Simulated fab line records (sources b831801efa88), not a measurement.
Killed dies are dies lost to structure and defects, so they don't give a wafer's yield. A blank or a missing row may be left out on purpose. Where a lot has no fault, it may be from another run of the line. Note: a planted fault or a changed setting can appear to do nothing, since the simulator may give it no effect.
A sampling plan put to the test + flow sky130 + each of the 53 faults these records tell of, on one fab line, judged from the records of the lots it struck
Plan = the line's own looks (route steps where a gauge or an inspection reads the wafer without altering it). Where struck wafers have a number at a look and the file lists that look's usual mean and standard deviation on fault-free wafers, the look can be judged. Caught: at a look after the fault's first step, the mean of the struck wafers lies 4 or more of those standard deviations (sigma) from the usual mean. On the tool: the identical test, applied to the tool's own readings at the steps of the fault. A different recipe on the struck wafers counts as caught too, as does a record blank only for those wafers.

THE FAULTS, as the simulator had put them in
1. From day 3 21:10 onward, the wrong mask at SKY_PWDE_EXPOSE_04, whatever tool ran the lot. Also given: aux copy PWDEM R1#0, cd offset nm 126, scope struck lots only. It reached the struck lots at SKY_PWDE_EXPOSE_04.
2. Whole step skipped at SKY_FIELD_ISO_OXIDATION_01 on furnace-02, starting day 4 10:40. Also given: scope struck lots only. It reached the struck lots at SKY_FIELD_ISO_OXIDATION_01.
3. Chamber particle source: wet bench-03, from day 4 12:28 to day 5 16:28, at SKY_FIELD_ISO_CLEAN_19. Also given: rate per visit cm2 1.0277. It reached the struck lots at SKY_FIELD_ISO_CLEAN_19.
4. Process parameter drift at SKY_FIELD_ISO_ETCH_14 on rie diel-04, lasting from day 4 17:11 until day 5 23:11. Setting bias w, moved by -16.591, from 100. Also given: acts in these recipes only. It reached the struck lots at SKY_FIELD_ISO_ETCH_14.
5. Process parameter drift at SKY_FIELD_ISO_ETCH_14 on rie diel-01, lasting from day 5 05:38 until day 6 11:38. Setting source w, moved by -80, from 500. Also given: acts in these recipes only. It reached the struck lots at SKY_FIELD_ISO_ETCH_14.
6. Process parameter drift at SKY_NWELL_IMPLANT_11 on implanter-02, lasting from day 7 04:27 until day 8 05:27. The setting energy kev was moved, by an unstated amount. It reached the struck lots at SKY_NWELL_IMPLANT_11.
7. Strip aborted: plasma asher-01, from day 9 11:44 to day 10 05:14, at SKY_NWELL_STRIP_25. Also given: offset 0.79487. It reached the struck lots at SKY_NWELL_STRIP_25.
8. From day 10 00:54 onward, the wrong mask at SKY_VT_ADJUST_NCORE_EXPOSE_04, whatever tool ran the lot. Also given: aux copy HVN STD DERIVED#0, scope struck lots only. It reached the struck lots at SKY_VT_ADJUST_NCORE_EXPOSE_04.
9. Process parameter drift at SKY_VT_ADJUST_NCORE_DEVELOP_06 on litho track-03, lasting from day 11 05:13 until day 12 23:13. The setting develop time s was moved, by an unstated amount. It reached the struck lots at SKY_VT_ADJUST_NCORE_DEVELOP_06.
10. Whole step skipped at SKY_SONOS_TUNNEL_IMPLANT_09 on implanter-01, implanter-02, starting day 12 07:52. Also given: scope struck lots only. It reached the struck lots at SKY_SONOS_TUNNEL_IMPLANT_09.
11. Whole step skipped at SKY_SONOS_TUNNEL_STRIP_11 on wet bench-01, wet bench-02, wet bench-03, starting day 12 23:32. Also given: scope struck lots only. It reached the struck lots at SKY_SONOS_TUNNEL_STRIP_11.
12. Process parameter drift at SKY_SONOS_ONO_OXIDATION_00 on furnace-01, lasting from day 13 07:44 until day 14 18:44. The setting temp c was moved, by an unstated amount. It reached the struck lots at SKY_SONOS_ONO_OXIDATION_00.
13. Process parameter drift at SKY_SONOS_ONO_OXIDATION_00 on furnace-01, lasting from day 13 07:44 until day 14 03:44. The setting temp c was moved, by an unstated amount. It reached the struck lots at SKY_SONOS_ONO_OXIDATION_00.
14. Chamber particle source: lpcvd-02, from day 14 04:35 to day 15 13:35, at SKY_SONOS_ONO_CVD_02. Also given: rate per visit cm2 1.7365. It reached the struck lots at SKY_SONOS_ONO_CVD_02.
15. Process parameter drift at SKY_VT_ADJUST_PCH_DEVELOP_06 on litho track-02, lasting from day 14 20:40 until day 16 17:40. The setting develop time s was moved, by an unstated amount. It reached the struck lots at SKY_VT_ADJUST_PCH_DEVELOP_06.
16. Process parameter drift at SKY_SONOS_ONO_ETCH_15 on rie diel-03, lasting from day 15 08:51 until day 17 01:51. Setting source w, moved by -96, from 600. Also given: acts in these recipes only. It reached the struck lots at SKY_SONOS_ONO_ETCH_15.
17. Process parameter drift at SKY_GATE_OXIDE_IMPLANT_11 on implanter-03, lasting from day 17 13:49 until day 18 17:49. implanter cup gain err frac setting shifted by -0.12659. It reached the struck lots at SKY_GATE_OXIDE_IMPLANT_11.
18. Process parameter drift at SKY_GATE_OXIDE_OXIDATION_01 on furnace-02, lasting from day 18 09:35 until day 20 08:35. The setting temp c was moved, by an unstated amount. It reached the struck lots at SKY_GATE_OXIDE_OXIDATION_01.
19. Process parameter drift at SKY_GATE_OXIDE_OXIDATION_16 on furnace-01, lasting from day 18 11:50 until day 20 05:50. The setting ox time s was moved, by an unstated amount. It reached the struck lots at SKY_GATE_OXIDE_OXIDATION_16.
20. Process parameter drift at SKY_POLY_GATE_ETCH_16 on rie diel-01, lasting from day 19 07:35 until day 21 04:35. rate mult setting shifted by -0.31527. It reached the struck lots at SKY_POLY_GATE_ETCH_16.
21. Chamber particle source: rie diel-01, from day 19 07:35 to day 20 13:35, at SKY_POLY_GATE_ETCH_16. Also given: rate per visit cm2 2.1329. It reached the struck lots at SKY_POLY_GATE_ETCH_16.
22. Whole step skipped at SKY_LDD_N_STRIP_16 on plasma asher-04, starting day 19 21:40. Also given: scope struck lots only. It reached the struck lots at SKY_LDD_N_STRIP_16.
23. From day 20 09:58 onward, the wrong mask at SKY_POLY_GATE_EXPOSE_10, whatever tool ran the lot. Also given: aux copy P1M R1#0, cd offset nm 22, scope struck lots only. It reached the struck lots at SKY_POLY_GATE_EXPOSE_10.
24. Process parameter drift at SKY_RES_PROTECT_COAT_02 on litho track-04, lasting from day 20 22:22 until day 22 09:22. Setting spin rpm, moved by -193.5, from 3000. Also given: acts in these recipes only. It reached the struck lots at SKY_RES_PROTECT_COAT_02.
25. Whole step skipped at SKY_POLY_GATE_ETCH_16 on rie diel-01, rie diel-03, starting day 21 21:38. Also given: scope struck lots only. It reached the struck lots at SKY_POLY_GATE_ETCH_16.
26. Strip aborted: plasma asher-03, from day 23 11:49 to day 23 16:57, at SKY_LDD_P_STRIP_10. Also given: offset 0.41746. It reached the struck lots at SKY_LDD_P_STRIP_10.
27. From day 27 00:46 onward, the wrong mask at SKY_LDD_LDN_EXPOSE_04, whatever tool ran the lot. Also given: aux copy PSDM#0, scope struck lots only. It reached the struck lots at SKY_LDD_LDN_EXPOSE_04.
28. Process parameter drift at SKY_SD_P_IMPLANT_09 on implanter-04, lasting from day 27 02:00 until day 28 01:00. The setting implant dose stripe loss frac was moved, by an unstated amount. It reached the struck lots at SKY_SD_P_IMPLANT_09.
29. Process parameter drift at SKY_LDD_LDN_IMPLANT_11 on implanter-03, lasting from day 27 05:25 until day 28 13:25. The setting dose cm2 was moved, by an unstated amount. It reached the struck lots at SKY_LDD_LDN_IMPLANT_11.
30. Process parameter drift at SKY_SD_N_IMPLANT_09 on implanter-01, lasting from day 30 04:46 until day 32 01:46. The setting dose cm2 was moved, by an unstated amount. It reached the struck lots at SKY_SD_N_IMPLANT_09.
31. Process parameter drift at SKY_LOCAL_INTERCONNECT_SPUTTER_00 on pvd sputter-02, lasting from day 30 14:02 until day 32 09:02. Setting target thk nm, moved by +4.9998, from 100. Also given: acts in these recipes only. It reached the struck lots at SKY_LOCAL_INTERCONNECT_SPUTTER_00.
32. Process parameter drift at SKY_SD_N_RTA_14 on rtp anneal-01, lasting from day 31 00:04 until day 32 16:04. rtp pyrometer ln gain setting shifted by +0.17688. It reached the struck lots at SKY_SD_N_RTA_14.
33. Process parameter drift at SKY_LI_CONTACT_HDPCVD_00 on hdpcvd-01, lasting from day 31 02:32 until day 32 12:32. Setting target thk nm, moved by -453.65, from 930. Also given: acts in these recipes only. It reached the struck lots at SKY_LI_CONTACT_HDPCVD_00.
34. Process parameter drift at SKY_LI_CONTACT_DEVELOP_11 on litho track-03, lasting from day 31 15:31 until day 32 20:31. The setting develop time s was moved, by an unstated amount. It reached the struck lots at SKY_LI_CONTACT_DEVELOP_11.
35. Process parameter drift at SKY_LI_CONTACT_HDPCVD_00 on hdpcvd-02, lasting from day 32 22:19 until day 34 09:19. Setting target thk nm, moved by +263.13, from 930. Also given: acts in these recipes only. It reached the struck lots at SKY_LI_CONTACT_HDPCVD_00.
36. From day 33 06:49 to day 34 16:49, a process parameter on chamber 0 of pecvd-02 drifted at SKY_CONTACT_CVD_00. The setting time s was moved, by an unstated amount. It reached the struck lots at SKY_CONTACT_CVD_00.
37. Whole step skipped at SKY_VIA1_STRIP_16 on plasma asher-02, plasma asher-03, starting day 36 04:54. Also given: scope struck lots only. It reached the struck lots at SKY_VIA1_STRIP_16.
38. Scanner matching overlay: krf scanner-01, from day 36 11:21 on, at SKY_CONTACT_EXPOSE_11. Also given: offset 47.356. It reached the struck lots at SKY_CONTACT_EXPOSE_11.
39. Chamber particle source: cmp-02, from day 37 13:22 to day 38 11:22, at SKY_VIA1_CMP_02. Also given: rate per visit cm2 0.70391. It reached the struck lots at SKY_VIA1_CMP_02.
40. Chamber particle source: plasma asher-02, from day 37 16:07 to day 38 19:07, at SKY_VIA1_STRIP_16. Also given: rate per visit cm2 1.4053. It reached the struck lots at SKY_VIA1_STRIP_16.
41. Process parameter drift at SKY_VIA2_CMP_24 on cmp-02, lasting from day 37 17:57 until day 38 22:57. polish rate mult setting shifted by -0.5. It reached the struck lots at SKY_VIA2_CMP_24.
42. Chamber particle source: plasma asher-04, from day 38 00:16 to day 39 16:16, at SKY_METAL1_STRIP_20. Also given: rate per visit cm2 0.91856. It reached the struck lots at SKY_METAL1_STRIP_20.
43. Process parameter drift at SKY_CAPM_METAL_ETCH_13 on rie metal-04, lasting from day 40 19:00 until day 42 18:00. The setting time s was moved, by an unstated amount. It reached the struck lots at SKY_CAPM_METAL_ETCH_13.
44. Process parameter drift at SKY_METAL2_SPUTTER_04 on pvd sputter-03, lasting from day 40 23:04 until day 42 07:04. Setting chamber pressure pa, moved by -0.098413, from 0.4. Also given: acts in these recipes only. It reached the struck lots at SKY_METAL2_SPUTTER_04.
45. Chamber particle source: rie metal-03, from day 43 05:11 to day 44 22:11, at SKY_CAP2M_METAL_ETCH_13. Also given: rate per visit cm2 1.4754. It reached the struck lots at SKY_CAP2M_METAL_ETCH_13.
46. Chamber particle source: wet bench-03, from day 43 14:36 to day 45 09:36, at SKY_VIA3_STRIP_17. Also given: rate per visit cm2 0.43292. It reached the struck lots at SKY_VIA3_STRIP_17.
47. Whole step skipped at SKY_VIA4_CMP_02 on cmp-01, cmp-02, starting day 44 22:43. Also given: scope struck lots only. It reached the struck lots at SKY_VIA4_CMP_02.
48. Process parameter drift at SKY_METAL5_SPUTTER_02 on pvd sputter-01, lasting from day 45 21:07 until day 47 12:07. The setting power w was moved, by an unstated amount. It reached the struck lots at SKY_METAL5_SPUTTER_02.
49. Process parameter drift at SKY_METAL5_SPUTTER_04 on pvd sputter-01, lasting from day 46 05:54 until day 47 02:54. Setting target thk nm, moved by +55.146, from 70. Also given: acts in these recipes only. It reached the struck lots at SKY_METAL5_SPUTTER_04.
50. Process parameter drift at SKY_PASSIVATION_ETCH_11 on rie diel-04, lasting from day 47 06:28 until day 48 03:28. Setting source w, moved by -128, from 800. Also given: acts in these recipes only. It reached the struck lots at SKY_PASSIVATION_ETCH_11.
51. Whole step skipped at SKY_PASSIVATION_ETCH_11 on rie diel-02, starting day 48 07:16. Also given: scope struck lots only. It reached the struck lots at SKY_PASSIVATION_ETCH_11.
52. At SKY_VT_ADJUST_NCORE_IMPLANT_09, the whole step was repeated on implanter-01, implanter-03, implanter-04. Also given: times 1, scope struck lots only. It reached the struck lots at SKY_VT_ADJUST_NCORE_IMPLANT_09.
53. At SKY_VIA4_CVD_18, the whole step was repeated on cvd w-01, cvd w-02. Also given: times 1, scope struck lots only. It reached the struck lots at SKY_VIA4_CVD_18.

WHAT THE PLAN SAW
| fault | on the tool itself                               | first look that catches it                      | reading, sigma                                              | median hours from its first step to that look | hours from the fault's start to the first struck lot there | judged looks passed uncaught |
|-------|--------------------------------------------------|-------------------------------------------------|-------------------------------------------------------------|-----------------------------------------------|------------------------------------------------------------|------------------------------|
| 1     | under 2 sigma                                    | no look after it can be judged                  | -                                                           | -                                             | -                                                          | 0                            |
| 2     | the tool's record is blank for the struck wafers | no look after it can be judged                  | -                                                           | -                                             | -                                                          | 0                            |
| 3     | no reading that can be judged                    | no look after it can be judged                  | -                                                           | -                                             | -                                                          | 0                            |
| 4     | bias w -50 sigma                                 | no look after it can be judged                  | -                                                           | -                                             | -                                                          | 0                            |
| 5     | rf fwd power W -29 sigma                         | no look after it can be judged                  | -                                                           | -                                             | -                                                          | 0                            |
| 6     | beam energy keV -99 or beyond sigma              | SKY_NWELL_RS_MEAS_29                            | NWELL_RS +9.5                                               | 20.2                                          | 27                                                         | 0                            |
| 7     | oes product au +49 sigma                         | SKY_VT_ADJUST_HVTP_TW_MEAS_11                   | VT_ADJUST_HVTP_TW -77                                       | 24.4                                          | 42                                                         | 0                            |
| 8     | no reading that can be judged                    | SKY_VT_ADJUST_NCORE_TW_MEAS_11                  | VT_ADJUST_NCORE_TW -99 or beyond                            | 11.8                                          | 15                                                         | 0                            |
| 9     | no reading that can be judged                    | SKY_VT_ADJUST_NCORE_CD_MEAS_07                  | cd nm -47                                                   | 0.1                                           | 3                                                          | 0                            |
| 10    | the tool's record is blank for the struck wafers | SKY_SONOS_TUNNEL_TW_MEAS_12                     | SONOS_TUNNEL_TW -69                                         | 0.5                                           | 3                                                          | 0                            |
| 11    | the tool's record is blank for the struck wafers | no look after it can be judged                  | -                                                           | -                                             | -                                                          | 0                            |
| 12    | tube center temp C -99 or beyond sigma           | SKY_SONOS_ONO_THK_MEAS_01                       | SONOS_ONO_OXIDATION_THK -16                                 | 1.4                                           | 4                                                          | 0                            |
| 13    | tube center temp C -99 or beyond sigma           | SKY_SONOS_ONO_THK_MEAS_01                       | SONOS_ONO_OXIDATION_THK -22                                 | 1.4                                           | 4                                                          | 0                            |
| 14    | under 2 sigma                                    | no look after it can be judged                  | -                                                           | -                                             | -                                                          | 0                            |
| 15    | under 2 sigma                                    | SKY_VT_ADJUST_PCH_TW_MEAS_10                    | VT_ADJUST_PCH_TW -56                                        | 0.5                                           | 4                                                          | 0                            |
| 16    | rf fwd power W -27 sigma                         | no look after it can be judged                  | -                                                           | -                                             | -                                                          | 0                            |
| 17    | beam on s +6.9 sigma                             | not the one look that can be judged after it    | strongest: GATE_OXIDE_TW at SKY_GATE_OXIDE_TW_MEAS_14, +2.6 | -                                             | -                                                          | 1                            |
| 18    | tube center temp C +99 or beyond sigma           | SKY_GATE_OXIDE_THK_MEAS_02                      | GATE_OXIDE_OXIDATION_00_THK +7.2                            | 1.4                                           | 22                                                         | 0                            |
| 19    | under 2 sigma                                    | no look after it can be judged                  | -                                                           | -                                             | -                                                          | 0                            |
| 20    | under 2 sigma                                    | no look after it can be judged                  | -                                                           | -                                             | -                                                          | 0                            |
| 21    | under 2 sigma                                    | no look after it can be judged                  | -                                                           | -                                             | -                                                          | 0                            |
| 22    | the tool's record is blank for the struck wafers | SKY_LDD_P_TW_MEAS_11                            | LDD_P_TW -83                                                | 31.5                                          | 40                                                         | 0                            |
| 23    | no reading that can be judged                    | SKY_POLY_GATE_CD_MEAS_13                        | cd nm +19                                                   | 15.5                                          | 16                                                         | 0                            |
| 24    | spin speed rpm -99 or beyond sigma               | no look after it can be judged                  | -                                                           | -                                             | -                                                          | 0                            |
| 25    | the tool's record is blank for the struck wafers | no look after it can be judged                  | -                                                           | -                                             | -                                                          | 0                            |
| 26    | oes product au +58 sigma                         | SKY_LDD_HVN_TW_MEAS_10                          | LDD_HVN_TW -35                                              | 30.2                                          | 35                                                         | 0                            |
| 27    | no reading that can be judged                    | SKY_LDD_LDN_TW_MEAS_13                          | LDD_LDN_TW -99 or beyond                                    | 14.8                                          | 19                                                         | 0                            |
| 28    | under 2 sigma                                    | not the one look that can be judged after it    | strongest: SD_P_RS at SKY_SD_N_RS_MEAS_17, +3.8             | -                                             | -                                                          | 1                            |
| 29    | dose ions cm2 +99 or beyond sigma                | SKY_LDD_LDN_TW_MEAS_13                          | LDD_LDN_TW +4.0                                             | 0.2                                           | 5                                                          | 0                            |
| 30    | dose ions cm2 +99 or beyond sigma                | SKY_SD_N_RS_MEAS_16                             | SD_N_RS -28                                                 | 0.7                                           | 20                                                         | 0                            |
| 31    | under 2 sigma                                    | SKY_LOCAL_INTERCONNECT_RS_MEAS_01               | LOCAL_INTERCONNECT_TIN_RS -4.3                              | 0.1                                           | 2                                                          | 0                            |
| 32    | lamp power pct -12 sigma                         | SKY_SD_N_RS_MEAS_16                             | SD_N_RS +25                                                 | 0.2                                           | 10                                                         | 0                            |
| 33    | under 2 sigma                                    | SKY_LI_CONTACT_THK_MEAS_01                      | LI_CONTACT_HDPCVD_THK -45                                   | 0.1                                           | 17                                                         | 0                            |
| 34    | no reading that can be judged                    | none of the 2 looks that can be judged after it | -                                                           | -                                             | -                                                          | 2                            |
| 35    | no reading that can be judged                    | SKY_LI_CONTACT_THK_MEAS_01                      | LI_CONTACT_HDPCVD_THK +27                                   | 0.1                                           | 16                                                         | 0                            |
| 36    | under 2 sigma                                    | SKY_CONTACT_THK_MEAS_01                         | CONTACT_CVD_00_THK -50                                      | 0.0                                           | 23                                                         | 0                            |
| 37    | the tool's record is blank for the struck wafers | no look after it can be judged                  | -                                                           | -                                             | -                                                          | 0                            |
| 38    | under 2 sigma                                    | SKY_CONTACT_OVL_MEAS_15                         | CONTACT_OVL +9.1                                            | 12.7                                          | 14                                                         | 0                            |
| 39    | under 2 sigma                                    | no look after it can be judged                  | -                                                           | -                                             | -                                                          | 0                            |
| 40    | under 2 sigma                                    | no look after it can be judged                  | -                                                           | -                                             | -                                                          | 0                            |
| 41    | overpolish run s -99 or beyond sigma             | no look after it can be judged                  | -                                                           | -                                             | -                                                          | 0                            |
| 42    | under 2 sigma                                    | no look after it can be judged                  | -                                                           | -                                             | -                                                          | 0                            |
| 43    | run length s +9.7 sigma                          | no look after it can be judged                  | -                                                           | -                                             | -                                                          | 0                            |
| 44    | chamber pressure pa -99 or beyond sigma          | none of the 4 looks that can be judged after it | -                                                           | -                                             | -                                                          | 4                            |
| 45    | under 2 sigma                                    | no look after it can be judged                  | -                                                           | -                                             | -                                                          | 0                            |
| 46    | under 2 sigma                                    | no look after it can be judged                  | -                                                           | -                                             | -                                                          | 0                            |
| 47    | the tool's record is blank for the struck wafers | SKY_VIA4_BOW_MEAS_03                            | VIA4_BOW +7.0                                               | 0.3                                           | 5                                                          | 0                            |
| 48    | cathode dc power W +99 or beyond sigma           | none of the 2 looks that can be judged after it | strongest: METAL5_ALCU_THK at SKY_METAL5_THK_MEAS_06, +3.0  | -                                             | -                                                          | 2                            |
| 49    | under 2 sigma                                    | SKY_METAL5_THK_MEAS_06                          | METAL5_ALCU_THK -10                                         | 3.1                                           | 6                                                          | 1                            |
| 50    | rf fwd power W -49 sigma                         | no look after it can be judged                  | -                                                           | -                                             | -                                                          | 0                            |
| 51    | the tool's record is blank for the struck wafers | no look after it can be judged                  | -                                                           | -                                             | -                                                          | 0                            |
| 52    | under 2 sigma                                    | SKY_VT_ADJUST_NCORE_TW_MEAS_11                  | VT_ADJUST_NCORE_TW +37                                      | 0.6                                           | -                                                          | 0                            |
| 53    | under 2 sigma                                    | SKY_VIA4_RS_MEAS_19                             | VIA4_W_RS -51                                               | 0.5                                           | -                                                          | 0                            |
A dash: this means the fault isn't caught or the number doesn't appear in these records.

Caught at a look: 25 of 53. Caught on the tool: 27 of 53. By one or the other: 40 of 53.
On the tool alone, faults 2, 4, 5, 11, 16, 17, 24, 25, 37, 41, 43, 44, 48, 50, 51 were caught.
Caught at a look alone: faults 8, 9, 15, 23, 27, 31, 33, 35, 36, 38, 49, 52, 53.
Caught by neither: faults 1, 3, 14, 19, 20, 21, 28, 34, 39, 40, 42, 45, 46.

THINNER SAMPLING
In the worst case, this is how late the first struck lot would be measured if the look that catches a fault measured only every second or every third lot, by lot number:
| fault | struck lots at that look, in order of time | every lot | every second lot | every third lot |
|-------|--------------------------------------------|-----------|------------------|-----------------|
| 6     | L954, L955                                 | 27 h      | 32 h             | may miss all 2  |
| 7     | L879                                       | 42 h      | may miss it      | may miss it     |
| 8     | L157                                       | 15 h      | may miss it      | may miss it     |
| 9     | L458, L461                                 | 3 h       | 25 h             | may miss all 2  |
| 10    | L556, L557                                 | 3 h       | 10 h             | may miss all 2  |
| 12    | L924, L925                                 | 4 h       | 13 h             | may miss all 2  |
| 13    | L510, L511                                 | 4 h       | 13 h             | may miss all 2  |
| 15    | L483, L487                                 | 4 h       | may miss all 2   | may miss all 2  |
| 18    | L932, L934                                 | 22 h      | may miss all 2   | may miss all 2  |
| 22    | L219, L220                                 | 40 h      | 42 h             | may miss all 2  |
| 23    | L329                                       | 16 h      | may miss it      | may miss it     |
| 26    | L535                                       | 35 h      | may miss it      | may miss it     |
| 27    | L261                                       | 19 h      | may miss it      | may miss it     |
| 29    | L786, L788, L789                           | 5 h       | 29 h             | may miss all 3  |
| 30    | L363, L365                                 | 20 h      | may miss all 2   | may miss all 2  |
| 31    | L196, L199                                 | 2 h       | 21 h             | may miss all 2  |
| 32    | L237, L240                                 | 10 h      | 30 h             | may miss all 2  |
| 33    | L408, L409                                 | 17 h      | 29 h             | may miss all 2  |
| 35    | L346, L348                                 | 16 h      | may miss all 2   | may miss all 2  |
| 36    | L782                                       | 23 h      | may miss it      | may miss it     |
| 38    | L476, L478, L479                           | 14 h      | 49 h             | may miss all 3  |
| 47    | L990, L992                                 | 5 h       | may miss all 2   | may miss all 2  |
| 49    | L348, L350, L351                           | 6 h       | 12 h             | may miss all 3  |
Hours: fault start to first struck lot measured. Since the struck wafers were tested as one group against 4 sigma, a single lot by itself may lie under the limit. Other struck lots may not be in these records.

THE LONGEST TIMED WAY FROM STEP TO LOOK
In fault 22, a median of 31.5 hours elapses between SKY_LDD_N_STRIP_16 and SKY_LDD_P_TW_MEAS_11. No look between them can be judged.
